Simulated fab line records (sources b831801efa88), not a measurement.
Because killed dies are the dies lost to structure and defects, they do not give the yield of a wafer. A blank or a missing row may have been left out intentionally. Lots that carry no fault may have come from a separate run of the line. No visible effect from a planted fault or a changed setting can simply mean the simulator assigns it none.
What tool caused it? :: flow sky130 :: 36 wafers from 12 lots sampled at 2 of the route's 708 steps

== WHAT THE GAUGES READ, wafer by wafer ==
SKY_METAL2_THK_MEAS_06: measures by xrf.
lot: L075
measured: day 34 12:31
on: filmMetro-04
METAL2_ALCU_THK (nm): 248.3 248.5 247.0

lot: L077
measured: day 35 06:11
on: filmMetro-04
METAL2_ALCU_THK (nm): 245.6 244.2 248.5

lot: L079
measured: day 35 21:22
on: filmMetro-02
METAL2_ALCU_THK (nm): 244.2 244.5 246.1

lot: L081
measured: day 36 04:22
on: filmMetro-04
METAL2_ALCU_THK (nm): 244.5 247.6 244.0

lot: L083
measured: day 36 22:44
on: filmMetro-04
METAL2_ALCU_THK (nm): 248.9 250.9 248.8

lot: L084
measured: day 37 07:45
on: filmMetro-04
METAL2_ALCU_THK (nm): 246.2 247.7 245.2

lot: L087
measured: day 37 23:14
on: filmMetro-03
METAL2_ALCU_THK (nm): 247.1 246.8 247.8

lot: L089
measured: day 38 14:01
on: filmMetro-02
METAL2_ALCU_THK (nm): 247.4 243.9 246.9

lot: L091
measured: day 39 19:12
on: filmMetro-03
METAL2_ALCU_THK (nm): 248.0 243.9 246.2

lot: L092
measured: day 39 21:25
on: filmMetro-02
METAL2_ALCU_THK (nm): 246.2 242.7 245.1

lot: L095
measured: day 40 11:29
on: filmMetro-02
METAL2_ALCU_THK (nm): 246.0 248.7 246.8

lot: L097
measured: day 41 00:15
on: filmMetro-04
METAL2_ALCU_THK (nm): 247.3 245.8 248.3

== EACH LOT AND THE TOOL THAT RAN IT (in order: tool; ch and the chambers of the sampled wafers; start) ==
lot: L075
SKY_METAL2_SPUTTER_00: pvdSputter-04, day 34 12:15

lot: L077
SKY_METAL2_SPUTTER_00: pvdSputter-04, day 35 05:55

lot: L079
SKY_METAL2_SPUTTER_00: pvdSputter-03, day 35 21:07

lot: L081
SKY_METAL2_SPUTTER_00: pvdSputter-04, day 36 04:07

lot: L083
SKY_METAL2_SPUTTER_00: pvdSputter-04, day 36 22:27

lot: L084
SKY_METAL2_SPUTTER_00: pvdSputter-03, day 37 07:29

lot: L087
SKY_METAL2_SPUTTER_00: pvdSputter-04, day 37 22:58

lot: L089
SKY_METAL2_SPUTTER_00: pvdSputter-03, day 38 13:46

lot: L091
SKY_METAL2_SPUTTER_00: pvdSputter-04, day 39 18:56

lot: L092
SKY_METAL2_SPUTTER_00: pvdSputter-04, day 39 21:09

lot: L095
SKY_METAL2_SPUTTER_00: pvdSputter-02, day 40 11:13

lot: L097
SKY_METAL2_SPUTTER_00: pvdSputter-03, day 40 23:58
- SKY_METAL2_SPUTTER_00: material Ti, target thk 15 nm, time 10 s.

== THE ANSWER, worked out from the rows above alone ==
Rule: what is usual is taken from the lots themselves. Put in order of their means at a reading, lots are off if they are a third of the lots or fewer, leave a main group of 4 or more, and stand apart from it by a gap of 3 or more times the standard deviation of the main group's means; of several such gaps the widest counts. The tables above print the reading to a certain number of digits; a main group whose means all agree to those digits is not used. A lot without any number at a reading at which 4 lots or more have one is off too. Any other lot the step has rows for is counted as sound.
Nothing can be told from this: no lot is off at any reading shown.

== WHAT THE SIMULATOR PUT IN ==
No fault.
